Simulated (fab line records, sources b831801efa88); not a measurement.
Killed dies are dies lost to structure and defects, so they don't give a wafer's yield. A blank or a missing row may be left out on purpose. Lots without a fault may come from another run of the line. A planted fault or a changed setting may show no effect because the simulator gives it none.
Which tool did it? | flow sky130 | 24 lots, 72 wafers sampled, at 3 steps of a route of 708

WHAT THE GAUGES READ, wafer by wafer
SKY_VT_ADJUST_HVTR_CD_MEAS_07: target cd 380 nm. Usual: cd_nm 380.4 nm, standard deviation 2.7.
lot  | measured     | on        | cd_nm (nm)        | flag
L074 | day 9 13:20  | cd_sem-02 | 383.4 385.9 386.3 |
L075 | day 9 19:47  | cd_sem-02 | 378.9 381.2 377.0 |
L076 | day 10 02:42 | cd_sem-01 | 380.0 381.1 380.3 |
L077 | day 10 07:04 | cd_sem-01 | 374.9 378.0 378.5 |
L079 | day 10 17:46 | cd_sem-02 | 383.3 384.3 382.1 |
L078 | day 10 21:57 | cd_sem-02 | 379.5 377.8 379.1 |
L080 | day 11 06:44 | cd_sem-02 | 383.2 381.5 382.6 |
L081 | day 11 15:41 | cd_sem-02 | 382.5 380.7 381.3 |
L082 | day 12 07:00 | cd_sem-02 | 376.8 376.8 377.8 |
L083 | day 12 07:38 | cd_sem-02 | 380.4 378.6 379.5 |
L084 | day 12 23:56 | cd_sem-01 | 377.3 377.0 377.3 |
L085 | day 13 09:30 | cd_sem-01 | 384.2 381.3 383.4 |
L086 | day 13 09:47 | cd_sem-02 | 377.6 378.4 377.3 |
L087 | day 13 13:00 | cd_sem-02 | 380.6 378.5 382.3 |
L088 | day 14 00:08 | cd_sem-01 | 379.0 378.1 379.6 |
L089 | day 14 04:50 | cd_sem-02 | 377.8 379.2 376.4 |
L090 | day 14 12:11 | cd_sem-01 | 379.6 380.3 380.9 |
L091 | day 14 17:24 | cd_sem-02 | 377.1 378.1 376.4 |
L092 | day 14 21:20 | cd_sem-02 | 384.2 384.5 387.3 |
L093 | day 15 06:29 | cd_sem-02 | 380.0 379.5 380.1 |
L094 | day 15 14:46 | cd_sem-01 | 378.6 380.6 378.5 |
L095 | day 16 00:02 | cd_sem-02 | 384.1 386.0 381.9 |
L096 | day 16 06:45 | cd_sem-02 | 381.8 383.4 383.1 |
L097 | day 16 11:35 | cd_sem-02 | 380.6 381.3 381.0 |

SKY_SD_N_RS_MEAS_18: measures by four-point-probe. Usual: RES_XHIGH_RS 333.5 ohm/sq, standard deviation 1.1.
lot  | measured     | on            | RES_XHIGH_RS (ohm/sq) | flag
L074 | day 29 04:02 | film_metro-04 | 332.2 332.2 332.8     |
L075 | day 29 03:38 | film_metro-03 | 333.3 333.4 333.1     |
L076 | day 29 05:29 | film_metro-04 | 332.6 332.3 333.9     |
L077 | day 29 05:14 | film_metro-03 | 333.8 332.5 333.1     |
L079 | day 29 04:49 | film_metro-04 | 333.9 334.8 334.5     |
L078 | day 29 05:55 | film_metro-02 | 335.6 333.7 335.0     |
L080 | day 29 06:19 | film_metro-04 | 332.7 333.1 333.1     |
L081 | day 29 12:13 | film_metro-04 | 332.7 331.2 332.1     |
L082 | day 30 15:32 | film_metro-02 | 333.6 333.3 334.2     |
L083 | day 30 18:25 | film_metro-04 | 334.8 334.5 334.6     |
L084 | day 31 02:34 | film_metro-04 | 333.4 332.3 333.7     |
L085 | day 36 00:23 | film_metro-02 | 332.6 330.6 332.5     |
L086 | day 35 20:40 | film_metro-02 | 334.2 332.9 333.5     |
L087 | day 35 21:59 | film_metro-02 | 334.5 336.0 335.0     |
L088 | day 35 23:19 | film_metro-02 | 334.9 334.3 334.2     |
L089 | day 35 22:16 | film_metro-03 | 332.2 332.9 331.7     |
L090 | day 36 02:28 | film_metro-04 | 334.5 333.7 333.8     |
L091 | day 36 01:38 | film_metro-02 | 334.1 335.2 335.3     |
L092 | day 36 07:15 | film_metro-04 | 334.9 334.3 333.5     |
L093 | day 35 22:26 | film_metro-02 | 334.1 333.7 334.1     |
L094 | day 36 02:59 | film_metro-03 | 332.9 332.6 333.3     |
L095 | day 36 00:55 | film_metro-03 | 332.5 334.1 333.3     |
L096 | day 36 03:53 | film_metro-03 | 332.4 332.7 331.8     |
L097 | day 36 04:04 | film_metro-04 | 332.6 333.2 331.6     |

SKY_CONTACT_BOW_MEAS_05. Usual: CONTACT_BOW 84 um, standard deviation 7.3.
lot  | measured     | on            | CONTACT_BOW (um) | flag
L074 | day 31 16:40 | film_metro-02 | 92 83 89         |
L075 | day 31 15:10 | film_metro-01 | 89 88 80         |
L076 | day 31 17:28 | film_metro-01 | 80 77 85         |
L077 | day 31 17:13 | film_metro-01 | 86 77 82         |
L079 | day 31 17:09 | film_metro-02 | 79 97 80         |
L078 | day 31 17:34 | film_metro-02 | 85 93 94         |
L080 | day 31 17:49 | film_metro-01 | 79 84 80         |
L081 | day 31 22:13 | film_metro-01 | 83 80 83         |
L082 | day 33 02:13 | film_metro-04 | 85 70 84         |
L083 | day 33 04:17 | film_metro-04 | 95 85 82         |
L084 | day 33 11:40 | film_metro-01 | 86 82 90         |
L085 | day 38 05:58 | film_metro-01 | 87 90 89         |
L086 | day 38 03:01 | film_metro-04 | 85 79 73         |
L087 | day 38 04:41 | film_metro-02 | 84 79 77         |
L088 | day 38 05:41 | film_metro-02 | 91 95 85         |
L089 | day 38 05:07 | film_metro-01 | 84 84 80         |
L090 | day 38 08:43 | film_metro-02 | 79 80 86         |
L091 | day 38 07:08 | film_metro-04 | 91 85 82         |
L092 | day 38 12:22 | film_metro-02 | 77 81 75         |
L093 | day 38 05:15 | film_metro-02 | 79 79 79         |
L094 | day 38 09:02 | film_metro-01 | 87 85 93         |
L095 | day 38 06:52 | film_metro-02 | 87 91 70         |
L096 | day 38 10:20 | film_metro-01 | 86 87 86         |
L097 | day 38 11:04 | film_metro-04 | 93 81 82         |

WHICH TOOL RAN EACH LOT (tool, then ch and the chambers of the sampled wafers, then the start)
The record holds no process step before these readings.

WHAT THE TOOLS THEMSELVES READ (means of the sampled wafers that have a number; where no wafer has one, the mark that the record gives instead)
The record holds no such reading with a usual standard deviation.

THE ANSWER, worked out from the rows above alone
Rule: a lot is off if the mean of its wafers that have a number lies more than 3 standard deviations from the usual mean. A lot without any number at a reading at which 4 lots or more have one is off too. The other lots that the step has rows for count as sound. The gauges are gone through in route order, then the tools' own readings, and for those a lot's mean is taken as printed above. The first step at which some lot is off is used, and at that step the reading that is off furthest; a lot without a number counts as furthest.
No lot is off at any reading shown: from this, nothing can be told.

WHAT THE SIMULATOR HAD PUT IN
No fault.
